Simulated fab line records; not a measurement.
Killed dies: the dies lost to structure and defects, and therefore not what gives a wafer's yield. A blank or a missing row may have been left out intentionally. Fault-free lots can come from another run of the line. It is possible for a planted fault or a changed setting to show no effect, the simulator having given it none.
What tool caused it? || flow sky130 || 32 wafers from 11 lots sampled at 3 of the route's 708 steps

== WHAT THE GAUGES SHOWED, per wafer ==
SKY_METAL3_CD_MEAS_13: the cd target is 300 nm.
{"lot": "L447", "measured": "day 39 10:23", "on": "cd sem-02", "cd nm (nm)": "298.5 300.3 300.8"}
{"lot": "L448", "measured": "day 39 13:17", "on": "cd sem-01", "cd nm (nm)": "301.2 301.3 300.2"}
{"lot": "L450", "measured": "day 40 05:35", "on": "cd sem-01", "cd nm (nm)": "301.5 300.0 301.5"}
{"lot": "L451", "measured": "day 40 11:41", "on": "cd sem-02", "cd nm (nm)": "299.8 301.2 300.3"}
{"lot": "L454", "measured": "day 41 00:53", "on": "cd sem-02", "cd nm (nm)": "301.6 301.0 301.8"}
{"lot": "L457", "measured": "day 41 21:49", "on": "cd sem-02", "cd nm (nm)": "299.5 298.8 299.4"}
{"lot": "L458", "measured": "day 42 09:31", "on": "cd sem-01", "cd nm (nm)": "299.1 299.6 300.1"}
{"lot": "L462", "measured": "day 43 12:02", "on": "cd sem-01", "cd nm (nm)": "298.8 299.7 299.7"}
{"lot": "L463", "measured": "day 43 16:22", "on": "cd sem-01", "cd nm (nm)": "300.8 300.4 300.5"}
{"lot": "L464", "measured": "day 43 19:20", "on": "cd sem-02", "cd nm (nm)": "300.9 301.0"}
{"lot": "L468", "measured": "day 45 01:17", "on": "cd sem-01", "cd nm (nm)": "299.5 300.3 299.3"}

SKY_VIA4_BOW_MEAS_03.
{"lot": "L447", "measured": "day 42 15:01", "on": "film metro-01", "VIA4_BOW (um)": "65 78 85"}
{"lot": "L448", "measured": "day 42 19:26", "on": "film metro-03", "VIA4_BOW (um)": "74 76 70"}
{"lot": "L450", "measured": "day 43 10:37", "on": "film metro-01", "VIA4_BOW (um)": "83 83 72"}
{"lot": "L451", "measured": "day 43 16:08", "on": "film metro-01", "VIA4_BOW (um)": "91 83 73"}
{"lot": "L454", "measured": "day 44 05:05", "on": "film metro-03", "VIA4_BOW (um)": "75 69 70"}
{"lot": "L457", "measured": "day 45 01:10", "on": "film metro-01", "VIA4_BOW (um)": "76 83 64"}
{"lot": "L458", "measured": "day 45 12:34", "on": "film metro-02", "VIA4_BOW (um)": "84 84 77"}
{"lot": "L462", "measured": "day 46 10:49", "on": "film metro-01", "VIA4_BOW (um)": "67 81 76 - - -"}
{"lot": "L463", "measured": "day 46 15:31", "on": "film metro-01", "VIA4_BOW (um)": "63 75 59 - - -"}
{"lot": "L464", "measured": "day 46 17:26", "on": "film metro-01", "VIA4_BOW (um)": "76 89 - -"}
{"lot": "L468", "measured": "day 47 21:16", "on": "film metro-02", "VIA4_BOW (um)": "69 77 73"}

== WHICH TOOL RAN EACH LOT (tool, then ch and the chambers of the sampled wafers, then the start) ==
{"lot": "L447", "SKY_VIA4_CMP_02": "cmp-02 ch 0,3, day 42 14:40"}
{"lot": "L448", "SKY_VIA4_CMP_02": "cmp-02 ch 0,1, day 42 19:06"}
{"lot": "L450", "SKY_VIA4_CMP_02": "cmp-01 ch 1,2,3, day 43 10:25"}
{"lot": "L451", "SKY_VIA4_CMP_02": "cmp-02 ch 0,1,2, day 43 15:50"}
{"lot": "L454", "SKY_VIA4_CMP_02": "cmp-01 ch 0,1, day 44 04:46"}
{"lot": "L457", "SKY_VIA4_CMP_02": "cmp-01 ch 0,2,3, day 45 00:52"}
{"lot": "L458", "SKY_VIA4_CMP_02": "cmp-02 ch 0,2,3, day 45 12:14"}
{"lot": "L462", "SKY_VIA4_CMP_02": "cmp-02 ch 0,1,2, day 46 10:28"}
{"lot": "L463", "SKY_VIA4_CMP_02": "cmp-02 ch 0,2,3, day 46 15:12"}
{"lot": "L464", "SKY_VIA4_CMP_02": "cmp-02 ch 2,3, day 46 17:08"}
{"lot": "L468", "SKY_VIA4_CMP_02": "cmp-01 ch 1,2,3, day 47 20:59"}
- SKY_VIA4_CMP_02: polishes SiO2.

== AS READ BY THE TOOLS THEMSELVES (means over the sampled wafers that have a number; for cases with no such wafer, the mark the record gives instead) ==
SKY_VIA4_CMP_02.
{"lot": "L447", "tool": "cmp-02", "motor current A (A)": 14.9}
{"lot": "L448", "tool": "cmp-02", "motor current A (A)": 12.0}
{"lot": "L450", "tool": "cmp-01", "motor current A (A)": 11.2}
{"lot": "L451", "tool": "cmp-02", "motor current A (A)": 12.6}
{"lot": "L454", "tool": "cmp-01", "motor current A (A)": 12.2}
{"lot": "L457", "tool": "cmp-01", "motor current A (A)": 11.3}
{"lot": "L458", "tool": "cmp-02", "motor current A (A)": 13.8}
{"lot": "L462", "tool": "cmp-02", "motor current A (A)": 12.6}
{"lot": "L463", "tool": "cmp-02", "motor current A (A)": 13.9}
{"lot": "L464", "tool": "cmp-02", "motor current A (A)": 14.3}
{"lot": "L468", "tool": "cmp-01", "motor current A (A)": 11.0}

== THE ANSWER, worked out from the rows above alone ==
Rule: usual is defined by the lots themselves. The widest of any qualifying gaps counts: lots, ordered by their means at a reading, are off when they make up no more than a third of the lots, leave a main group of 4 or more, and stand apart from it by 3 or more times the standard deviation of that group's means. The tables above print the reading to a certain number of digits; a main group whose means all agree to those digits is not used. A lot without any number at a reading at which 4 lots or more have one is off too. All remaining lots with rows at the step are treated as sound. First the gauges in route order, then the tools' own readings, where a lot's mean is used as printed above. The first step at which some lot is off is used, and at that step the reading that is off furthest; a lot without a number counts as furthest.
No lot is off at any reading shown: from this, nothing can be told.

== WHAT HAD BEEN PUT IN BY THE SIMULATOR ==
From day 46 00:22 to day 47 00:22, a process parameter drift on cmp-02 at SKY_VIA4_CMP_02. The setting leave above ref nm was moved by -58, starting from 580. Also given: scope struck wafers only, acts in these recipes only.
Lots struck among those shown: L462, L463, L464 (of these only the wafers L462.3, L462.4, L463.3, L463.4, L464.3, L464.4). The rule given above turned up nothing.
